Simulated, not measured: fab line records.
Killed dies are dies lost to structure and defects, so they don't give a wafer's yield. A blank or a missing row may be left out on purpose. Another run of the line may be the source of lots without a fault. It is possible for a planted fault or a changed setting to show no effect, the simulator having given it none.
Matching of chambers -- flow gf180mcu -- GF_V2_CMP_04 on cmp-02 has 4 sister chambers
The step polishes SiO2. 14 wafers are shown with their chamber, then 7 later ones without.

== WAFERS WITH THEIR CHAMBER ==
wafer,chamber,motorCurrentA (A),timeToEndpointS (s),slurryFlowMlMin
L325.1,2,11.2,79,149.8
L325.3,0,11.2,81,150.0
L325.6,3,10.2,89,150.8
L326.2,1,11.7,83,149.9
L326.3,2,11.7,80,150.1
L326.4,3,10.6,89,150.1
L336.1,3,11.0,85,150.5
L336.3,1,11.5,79,150.5
L336.4,0,11.2,86,149.8
L337.1,2,11.2,81,150.1
L337.3,1,11.3,75,149.2
L337.6,0,11.5,88,149.8
L338.1,3,10.1,79,150.3
L338.2,2,11.3,78,150.5

SIGNATURES (means of the wafers above)
reading,chamber 0,chamber 1,chamber 2,chamber 3,scatter within a chamber
motorCurrentA,11.300,11.500,11.350,10.475,0.286
timeToEndpointS,85.00,79.00,79.50,85.50,3.61
slurryFlowMlMin,149.867,149.867,150.125,150.425,0.373
Rule: for a wafer and a chamber, the distance is found by dividing, reading by reading, the gap between the wafer's reading and the chamber's mean by the reading's scatter, squaring, summing and taking the root. If the next closest chamber is less than 2 further off than the closest, the wafer can't be placed; otherwise it belongs to the closest. The scatter: take each reading less its chamber's mean, square it, sum over the shown wafers, divide by the number of wafers less the number of chambers, and take the root.

== WAFERS MISSING THEIR CHAMBER ==
wafer,motorCurrentA (A),timeToEndpointS (s),slurryFlowMlMin
L338.3,11.1,74,149.9
L339.3,12.5,76,149.9
L339.4,10.6,87,150.1
L339.5,11.5,77,150.5
L348.1,11.9,79,149.6
L348.5,10.5,84,150.0
L348.6,11.4,84,149.9

== THE CHAMBER EACH PASSED THROUGH ==
wafer,from the rows above,in truth
L338.3,can't be placed: 2 or 1 or 0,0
L339.3,can't be placed: 1 or 2 or 0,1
L339.4,can't be placed: 3 or 0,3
L339.5,can't be placed: 2 or 1 or 0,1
L348.1,can't be placed: 1 or 2 or 0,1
L348.5,can't be placed: 3 or 0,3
L348.6,can't be placed: 0 or 2 or 1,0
Correctly placed: 0 of 7. Cannot be placed on the basis of these rows: 7; the candidates contain the true chamber in 7. Wrongly placed: 0.
